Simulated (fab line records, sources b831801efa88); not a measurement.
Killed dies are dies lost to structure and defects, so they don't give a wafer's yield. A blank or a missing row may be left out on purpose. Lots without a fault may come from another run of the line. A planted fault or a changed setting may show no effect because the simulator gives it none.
Which tool did it? | flow gf180mcu | 7 lots, 21 wafers sampled, at 4 steps of a route of 602

WHAT THE GAUGES READ, wafer by wafer
GF_V4_CD_MEAS_14: target cd 260 nm.
lot  | measured     | on        | cd_nm (nm)
L451 | day 24 22:02 | cd_sem-02 | 260.7 261.5 260.4
L454 | day 25 18:33 | cd_sem-01 | 261.2 260.0 259.7
L466 | day 29 15:43 | cd_sem-02 | 260.0 259.5 258.7
L468 | day 30 06:13 | cd_sem-02 | 262.2 261.0 261.9
L470 | day 30 20:15 | cd_sem-01 | 259.4 260.6 259.4
L472 | day 31 05:13 | cd_sem-01 | 258.0 258.7 258.2

WHICH TOOL RAN EACH LOT (tool, then ch and the chambers of the sampled wafers, then the start)
lot  | GF_VT_IMPLANT_EXPOSE_26             | GF_V2_CVD_23                  | GF_M4_SPUTTER_01
L451 | iline_stepper-02 ch 0, day 6 21:53  | cvd_w-01 ch 0,1, day 20 20:37 | pvd_sputter-02, day 22 23:42
L454 | iline_stepper-02 ch 0, day 7 14:20  | cvd_w-02 ch 0,1, day 21 20:37 | pvd_sputter-01, day 23 22:53
L457 | iline_stepper-02, day 8 13:20       | -                             | -
L466 | iline_stepper-02 ch 0, day 10 22:15 | cvd_w-01 ch 0,1, day 26 01:49 | pvd_sputter-04, day 27 23:27
L468 | iline_stepper-01 ch 0, day 11 10:47 | cvd_w-02 ch 0,1, day 26 18:37 | pvd_sputter-02, day 28 15:13
L470 | iline_stepper-02 ch 0, day 12 01:38 | cvd_w-01 ch 0,1, day 27 10:08 | pvd_sputter-02, day 29 05:58
L472 | iline_stepper-02 ch 0, day 12 14:12 | cvd_w-02 ch 0,1, day 27 20:31 | pvd_sputter-04, day 29 15:28
- GF_VT_IMPLANT_EXPOSE_26: exposes mask LVPWELL HV AREA, target cd 860 nm.
- GF_V2_CVD_23: deposits W, target thk 350 nm, time 104.94 s.
- GF_M4_SPUTTER_01: material TiN, target thk 30 nm, time 25 s.

THE ANSWER, worked out from the rows above alone
Rule: what is usual is taken from the lots themselves. Put in order of their means at a reading, lots are off if they are a third of the lots or fewer, leave a main group of 4 or more, and stand apart from it by a gap of 3 or more times the standard deviation of the main group's means; of several such gaps the widest counts. A main group whose means are all the same, to the digits that the tables above print for the reading, isn't used. A lot without any number at a reading at which 4 lots or more have one is off too. The other lots that the step has rows for count as sound.
No lot is off at any reading shown: from this, nothing can be told.

WHAT THE SIMULATOR HAD PUT IN
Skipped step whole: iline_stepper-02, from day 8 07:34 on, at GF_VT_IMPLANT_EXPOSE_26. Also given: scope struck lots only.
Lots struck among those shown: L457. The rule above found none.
